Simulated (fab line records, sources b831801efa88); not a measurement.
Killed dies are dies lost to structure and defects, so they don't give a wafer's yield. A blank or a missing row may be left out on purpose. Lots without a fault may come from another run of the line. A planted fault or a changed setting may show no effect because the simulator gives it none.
Split-lot experiment | flow sfq_line | 5 lots, 23 wafers read, on a route of 325 steps

THE SPLIT
At SFQ_TRILAYER_M2_LITHO_EXPOSE_058 (exposes mask M2, target cd 500 nm), the setting dose_mj was moved away from the recipe's 14.4 on 11 of the 23 wafers read, by -5.4% to +6.8%. The other wafers ran this setting at the recipe's value.

FROM THE SPLIT TO THE READING: what the file shows between them, 2 steps
- SFQ_TRILAYER_M2_LITHO_PEB_060: peb time 60 s
- SFQ_TRILAYER_M2_LITHO_DEVELOP_059: time 60 s

THE READING
M2.cd_nm (the simulator's own value, which no gauge read), in nm, at SFQ_TRILAYER_M2_BARC_OPEN_METAL_ETCH_077 (etches BARC in O2, target depth 125 nm, time 43.06 s). The file gives no usual value for it. The 12 wafers here that ran the recipe average 499.3 nm, standard deviation 1.4 nm.

wafer  | tool, chamber at the split | dose_mj as run | against the recipe | M2.cd_nm, nm | against lot-mates on the recipe
L074.1 | krf_scanner-01, 0          | 14.4           | recipe             | 498.4        | -
L074.2 | krf_scanner-01, 0          | 14.4           | recipe             | 497.2        | -
L074.5 | krf_scanner-01, 0          | 14.4           | recipe             | 497.7        | -
L075.2 | krf_scanner-01, 0          | 13.62          | -5.4%              | 508.7        | +8.3
L075.3 | krf_scanner-01, 0          | 13.62          | -5.4%              | 508          | +7.6
L075.4 | krf_scanner-01, 0          | 13.62          | -5.4%              | 509.3        | +8.9
L075.5 | krf_scanner-01, 0          | 14.4           | recipe             | 499.4        | -
L075.6 | krf_scanner-01, 0          | 14.4           | recipe             | 501.4        | -
L076.1 | krf_scanner-01, 0          | 14.4           | recipe             | 500.6        | -
L076.2 | krf_scanner-01, 0          | 14.4           | recipe             | 501.3        | -
L076.3 | krf_scanner-01, 0          | 15.06          | +4.6%              | 491.9        | -9.1
L076.4 | krf_scanner-01, 0          | 14.4           | recipe             | 501          | -
L076.6 | krf_scanner-01, 0          | 15.06          | +4.6%              | 491.8        | -9.2
L083.1 | krf_scanner-02, 0          | 14.4           | recipe             | 499.3        | -
L083.2 | krf_scanner-02, 0          | 15.38          | +6.8%              | 488.1        | -11.3
L083.5 | krf_scanner-02, 0          | 15.38          | +6.8%              | 488.1        | -11.3
L083.4 | krf_scanner-02, 0          | 14.4           | recipe             | 499.5        | -
L083.6 | krf_scanner-02, 0          | 15.38          | +6.8%              | 487.5        | -11.9
L084.1 | krf_scanner-02, 0          | 14.77          | +2.6%              | 494.5        | -3.4
L084.2 | krf_scanner-02, 0          | 14.4           | recipe             | 497.9        | -
L084.3 | krf_scanner-02, 0          | 14.77          | +2.6%              | 494.3        | -3.6
L084.4 | krf_scanner-02, 0          | 14.77          | +2.6%              | 493.5        | -4.4
L084.5 | krf_scanner-02, 0          | 14.4           | recipe             | 498          | -

THE FIT
A straight line over all 23 wafers: M2.cd_nm changes by -1.71 nm for each +1% of dose_mj; r = -0.98; the points scatter about the line by 1.2 nm.
The same after taking each lot's own level away (the mean of its wafers on the recipe; 23 wafers): -1.66 nm for each +1%; r = -0.99; scatter 0.71 nm.
On that fit, the largest move of dose_mj shifts the reading by 11 nm.
The lots' own levels span 497.77 to 500.97 nm, that is 2.2 times the standard deviation above.
So the lot-to-lot level changes the slope little: the two slopes agree.
Check: with one of the wafers moved furthest among these (+6.8%) left out of the fit, the line predicts -11.5 nm for it against its lot-mates. It came out at -11.3 nm against them.

OTHER SPLITS ON THESE WAFERS
These wafers also went through other splits before the reading. Each is held against what the fit with the lots' levels taken away leaves over:
other split on the same wafers                    | wafers away from the commonest value | r with M2.cd_nm (lot level and that fit taken away)
SFQ_TRILAYER_M1_LITHO_PEB_042 peb_time_s          | 7                                    | +0.01
SFQ_TRILAYER_I1_DEP_PECVD_045 rf_w                | 11                                   | -0.39
SFQ_TRILAYER_I1_CMP_CMP_046 leave_above_ref_nm    | 5                                    | +0.08
SFQ_TRILAYER_I1_VIA_BARC_OPEN_VIA_ETCH_071 time_s | 6                                    | -0.32

THE FILE'S OWN FIT
M2.cd_nm changes by -1.69 nm for each +1% of dose_mj, r = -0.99.
